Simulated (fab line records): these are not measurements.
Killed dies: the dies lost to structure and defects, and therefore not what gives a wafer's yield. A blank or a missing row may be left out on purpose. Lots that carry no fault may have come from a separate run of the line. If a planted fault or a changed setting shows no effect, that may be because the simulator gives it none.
Problem report, 8D (eight disciplines) form, completed by code || flow sky130 || the parts of the form that need people (team, actions taken, sign-off) are left out

1. THE ISSUE
Across 3 wafers from 3 lots, CONTACT_CVD_00_THK at SKY_CONTACT_THK_MEAS_01 averages 31.0 nm, while fault-free wafers read 75.0 nm with a standard deviation of 0.96. Relative to the usual mean, that is a shift of -46 standard deviations.
Seen first at day 32 13:15 on filmMetro-04, wafer L899.4. Wafers with a number at this step in the record: 33, from 11 lots. The rule behind "out" and "out of limits": a value lying over 4 standard deviations away from the usual mean. Any other wafer with a number is counted as sound.

2. WHAT IT IS; WHAT IT IS NOT
{"question": "which readings at this step", "is": "CONTACT_CVD_00_THK", "is not": "-"}
{"question": "which lots", "is": "L899, L901, L904", "is not": "L893, L907, L909, L911, L912, L913, L914, L915"}
{"question": "which wafers of those lots", "is": "L899.4, L901.5, L904.5", "is not": "L899.3, L899.6, L901.1, L901.3, L904.2, L904.3"}
{"question": "read on which gauges", "is": "filmMetro-02, filmMetro-04", "is not": "filmMetro-01"}
{"question": "when", "is": "from day 32 13:15", "is not": "up to then (5 sound wafers); but 25 sound wafers of L901, L904, L907, L909, L911, L912, L913, L914, L915 came after"}

3. WHAT RULES OUT EACH SUSPECT
Counting: a tool at a process step up to the reading stays a suspect if it ran every lot that is out. Sound lots after the first of them don't rule it out here, since some wafers of a struck lot are sound.
- the gauge at SKY_CONTACT_THK_MEAS_01 has been ruled out. 2 gauges (filmMetro-02, filmMetro-04) read the wafers that are out.
- plasmaAsher-04 at SKY_RES_XHIGH_STRIP_08 (strips in O2/N2): kept. It ran every lot that is out, first L899 (day 28 22:46).
- pecvd-03 at SKY_CONTACT_CVD_00 (deposits Si3N4, target thk 75 nm): kept. It ran every lot that is out, first L899 (day 32 13:11).
The count leaves pecvd-03 at SKY_CONTACT_CVD_00 and plasmaAsher-04 at SKY_RES_XHIGH_STRIP_08.

4. THE CAUSE (what the simulator had put in)
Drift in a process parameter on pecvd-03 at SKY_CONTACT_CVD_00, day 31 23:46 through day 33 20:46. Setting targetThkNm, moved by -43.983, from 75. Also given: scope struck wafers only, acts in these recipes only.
Counting leaves 2 suspects; this tool is one of them.

5. SEQUENCE OF EFFECTS, ordered by route
Each row: a reading whose mean over the struck wafers that have a number lies more than 3 standard deviations from the usual. Only readings whose record carries a usual standard deviation are examined. hours: median over the lots of the time between each lot's start at the first step of this table that gives one and its start at this step. sigmas: the change, counted in usual standard deviations.
{"hours": 0, "step": "SKY_CONTACT_THK_MEAS_01", "reading": "CONTACT_CVD_00_THK", "usual": "75.0 nm", "on struck wafers": 31.0, "change": -44.0, "sigmas": -46}
{"hours": "-", "step": "SKY_CONTACT_ETCH_18", "reading": "oesProductAu", "usual": "0.855 a.u.", "on struck wafers": 0.577, "change": -0.278, "sigmas": -34}
{"hours": "-", "step": "SKY_CONTACT_ETCH_18", "reading": "throttleValvePct", "usual": "8.793 %", "on struck wafers": 8.729, "change": -0.064, "sigmas": -7.1}
Process steps it contains:
- SKY_CONTACT_ETCH_18: etches Si3N4 in CHF3/O2, stops on TiN, time 39 s, target depth 75 nm.

6. WHAT WOULD HAVE CAUGHT IT SOONER
The first out-of-limits reading at a measuring or inspecting step in this record came at day 32 13:15, 13 hours after the fault's start at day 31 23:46.
Tool readings at SKY_CONTACT_CVD_00 with a usual standard deviation given in the record: none out on any struck wafer, hence no alarm at a limit of 4 standard deviations on them.
Among the 3 lots that are out, L901, L904 began SKY_CONTACT_CVD_00 on pecvd-03 after day 32 13:15. A hold on the tool at that time would have spared those 2.
